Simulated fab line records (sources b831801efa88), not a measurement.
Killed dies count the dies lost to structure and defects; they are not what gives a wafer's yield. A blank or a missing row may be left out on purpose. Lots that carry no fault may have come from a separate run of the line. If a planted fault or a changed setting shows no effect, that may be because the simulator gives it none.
Which of the tools did it? -- flow gf180mcu -- Sampling: 11 lots, 33 wafers, 6 of 602 route steps

## WHAT EACH GAUGE READ, for each wafer
GF_V4_THK_MEAS_25: measures by xrf. Usual: for V4_W_THK the level is 350 nm and the standard deviation is 3.5.
lot,measured,on,V4_W_THK (nm),flag
L493,day 24 17:09,film_metro-02,347 356 347,
L494,day 25 08:40,film_metro-02,354 352 356,
L496,day 26 04:55,film_metro-01,354 356 351,
L498,day 26 19:13,film_metro-01,350 355 346,
L500,day 27 22:16,film_metro-03,348 345 348,
L501,day 28 07:07,film_metro-01,349 352 348,
L502,day 28 08:22,film_metro-03,349 348 353,
L508,day 29 22:31,film_metro-01,350 347 349,
L511,day 30 12:03,film_metro-01,353 347 351,
L512,day 30 14:54,film_metro-01,350 349 354,
L513,day 30 21:31,film_metro-02,354 354 354,

GF_MIM_RS_MEAS_10: measures by four-point-probe. Usual: for MIM_ALCU_RS the level is 0.1616 ohm/sq and the standard deviation is 0.0022.
lot,measured,on,MIM_ALCU_RS (ohm/sq),flag
L493,day 24 17:57,film_metro-04,0.1645 0.1634 0.1616,
L494,day 25 09:27,film_metro-02,0.1630 0.1647 0.1627,
L496,day 26 05:41,film_metro-03,0.1620 0.1587 0.1631,
L498,day 26 19:59,film_metro-04,0.1616 0.1639 0.1643,
L500,day 27 23:02,film_metro-03,0.1622 0.1631 0.1624,
L501,day 28 07:54,film_metro-04,0.1631 0.1587 0.1623,
L502,day 28 09:08,film_metro-04,0.1591 0.1612 0.1589,
L508,day 29 23:17,film_metro-04,0.1641 0.1634 0.1616,
L511,day 30 12:49,film_metro-02,0.1635 0.1604 0.1629,
L512,day 30 15:40,film_metro-02,0.1621 0.1621 0.1623,
L513,day 30 22:17,film_metro-04,0.1614 0.1644 0.1639,

GF_TOP_METAL_RS_MEAS_05: measures by four-point-probe. Usual: for TOP_METAL_ALCU_RS the level is 0.03284 ohm/sq and the standard deviation is 0.00028.
lot,measured,on,TOP_METAL_ALCU_RS (ohm/sq),flag
L493,day 27 12:17,film_metro-04,0.0332 0.0329 0.03303,
L494,day 28 02:29,film_metro-01,0.03255 0.03286 0.03282,
L496,day 28 21:26,film_metro-04,0.03261 0.03297 0.03241,
L498,day 29 10:20,film_metro-04,0.03272 0.03317 0.03271,
L500,day 30 11:43,film_metro-03,9.7614 9.7518 9.6191,OFF
L501,day 30 18:41,film_metro-01,9.7549 9.7523 9.7088,OFF
L502,day 30 21:44,film_metro-03,9.7023 9.81 9.7736,OFF
L508,day 32 06:58,film_metro-01,0.03243 0.03255 0.03253,
L511,day 32 19:37,film_metro-01,0.03316 0.03343 0.03366,
L512,day 32 22:10,film_metro-03,0.03272 0.03277 0.03232,
L513,day 33 04:28,film_metro-03,0.0324 0.03262 0.03237,

GF_TOP_METAL_THK_MEAS_06: measures by xrf. Usual: for TOP_METAL_ALCU_THK the level is 904 nm and the standard deviation is 8.9.
lot,measured,on,TOP_METAL_ALCU_THK (nm),flag
L493,day 27 12:23,film_metro-04,899 909 900,
L494,day 28 02:35,film_metro-01,912 904 906,
L496,day 28 21:33,film_metro-04,906 898 914,
L498,day 29 10:28,film_metro-04,904 893 903,
L500,day 30 11:50,film_metro-03,<0 <0 <0,OFF
L501,day 30 18:47,film_metro-01,<0 <0 <0,OFF
L502,day 30 21:52,film_metro-03,<0 <0 <0,OFF
L508,day 32 07:05,film_metro-01,910 908 910,
L511,day 32 19:44,film_metro-01,890 891 878,
L512,day 32 22:17,film_metro-03,907 910 921,
L513,day 33 04:35,film_metro-03,916 913 920,

## TOOL THAT RAN EACH LOT (tool first, then ch and the chambers of the sampled wafers, then the start)
lot,GF_M5_ETCH_09,GF_TOP_METAL_SPUTTER_02
L493,"rie_diel-02 ch 0,1,2, day 26 12:57","pvd_sputter-01, day 27 12:09"
L494,"rie_diel-03 ch 0,3, day 27 03:51","pvd_sputter-03, day 28 02:22"
L496,"rie_diel-03 ch 0,1,2, day 27 22:20","pvd_sputter-03, day 28 21:20"
L498,"rie_diel-02 ch 0,1,3, day 28 12:30","pvd_sputter-03, day 29 10:15"
L500,"rie_diel-02 ch 0,1,3, day 29 14:00","pvd_sputter-02, day 30 11:37"
L501,"rie_diel-03 ch 1,2,3, day 29 22:02","pvd_sputter-03, day 30 18:34"
L502,"rie_diel-03 ch 1,2, day 30 00:02","pvd_sputter-01, day 30 21:39"
L508,"rie_diel-03 ch 0,1, day 31 10:47","pvd_sputter-03, day 32 06:52"
L511,"rie_diel-02 ch 0,1,2, day 32 00:11","pvd_sputter-03, day 32 19:31"
L512,"rie_diel-04 ch 0,2,3, day 32 02:45","pvd_sputter-03, day 32 22:04"
L513,"rie_diel-04 ch 0,1,2, day 32 09:06","pvd_sputter-02, day 33 04:22"
- GF_M5_ETCH_09: etches Si3N4 in CF4/O2, target depth 52 nm, time 11.6 s.
- GF_TOP_METAL_SPUTTER_02: material AlCu, target thk 900 nm, time 47.82 s.

## AS READ BY THE TOOLS THEMSELVES (means over the sampled wafers that have a number; for cases with no such wafer, the mark the record gives instead)
GF_M5_ETCH_09. Usual: drypump_motor_current_A 5.7 A, standard deviation 0.35; oes_product_au 0.996 a.u., standard deviation 0.0085; throttle_valve_pct 5.968 %, standard deviation 0.011.
lot,tool,drypump_motor_current_A (A),oes_product_au (a.u.),throttle_valve_pct (%),flag
L493,rie_diel-02,5.6,0.996,5.975,
L494,rie_diel-03,5.6,0.999,5.970,
L496,rie_diel-03,5.5,1.005,5.974,
L498,rie_diel-02,5.5,1.001,5.971,
L500,rie_diel-02,5.5,0.997,5.963,
L501,rie_diel-03,5.7,0.991,5.953,
L502,rie_diel-03,5.4,0.985,5.957,
L508,rie_diel-03,5.7,0.986,5.959,
L511,rie_diel-02,5.6,1.002,5.972,
L512,rie_diel-04,5.9,0.991,5.970,
L513,rie_diel-04,5.8,0.996,5.964,

GF_TOP_METAL_SPUTTER_02. Usual: cathode_dc_power_W 10600 W, standard deviation 1.8; chamber_pressure_pa 0.3000 Pa, standard deviation 0.00056; throttle_valve_pct 30.2 %, standard deviation 1.2.
lot,tool,cathode_dc_power_W (W),chamber_pressure_pa (Pa),throttle_valve_pct (%),flag
L493,pvd_sputter-01,10599,0.2995,29.8,
L494,pvd_sputter-03,10598,0.3002,29.7,
L496,pvd_sputter-03,10601,0.3004,29.7,
L498,pvd_sputter-03,10600,0.2996,29.8,
L500,pvd_sputter-02,-,-,-,OFF
L501,pvd_sputter-03,-,-,-,OFF
L502,pvd_sputter-01,-,-,-,OFF
L508,pvd_sputter-03,10602,0.2999,30.6,
L511,pvd_sputter-03,10600,0.3006,31.0,
L512,pvd_sputter-03,10600,0.3000,30.4,
L513,pvd_sputter-02,10599,0.3002,31.0,

## THE ANSWER, worked out from the rows above alone
Rule: take the mean of a lot's wafers that have a number; if it is more than 3 standard deviations from the usual mean, the lot is off. A lot without any number at a reading at which 4 lots or more have one is off too. Where the step has rows for the other lots, those lots are counted as sound. The gauges are gone through in route order, then the tools' own readings, and for those a lot's mean is taken as printed above. The first step at which some lot is off is used, and at that step the reading that is off furthest; a lot without a number counts as furthest.
Off: L500, L501, L502, seen at GF_TOP_METAL_RS_MEAS_05 (TOP_METAL_ALCU_RS).
A tool fits if, at a process step before that reading, it ran every lot that is off, and no sound lot after the first of them. Not tried: the gauges at GF_TOP_METAL_RS_MEAS_05; whatever is off there is also off at GF_TOP_METAL_SPUTTER_02, on other tools, and gauge error can't account for it. No candidate that was tried fits.

## WHAT HAD BEEN PUT IN BY THE SIMULATOR
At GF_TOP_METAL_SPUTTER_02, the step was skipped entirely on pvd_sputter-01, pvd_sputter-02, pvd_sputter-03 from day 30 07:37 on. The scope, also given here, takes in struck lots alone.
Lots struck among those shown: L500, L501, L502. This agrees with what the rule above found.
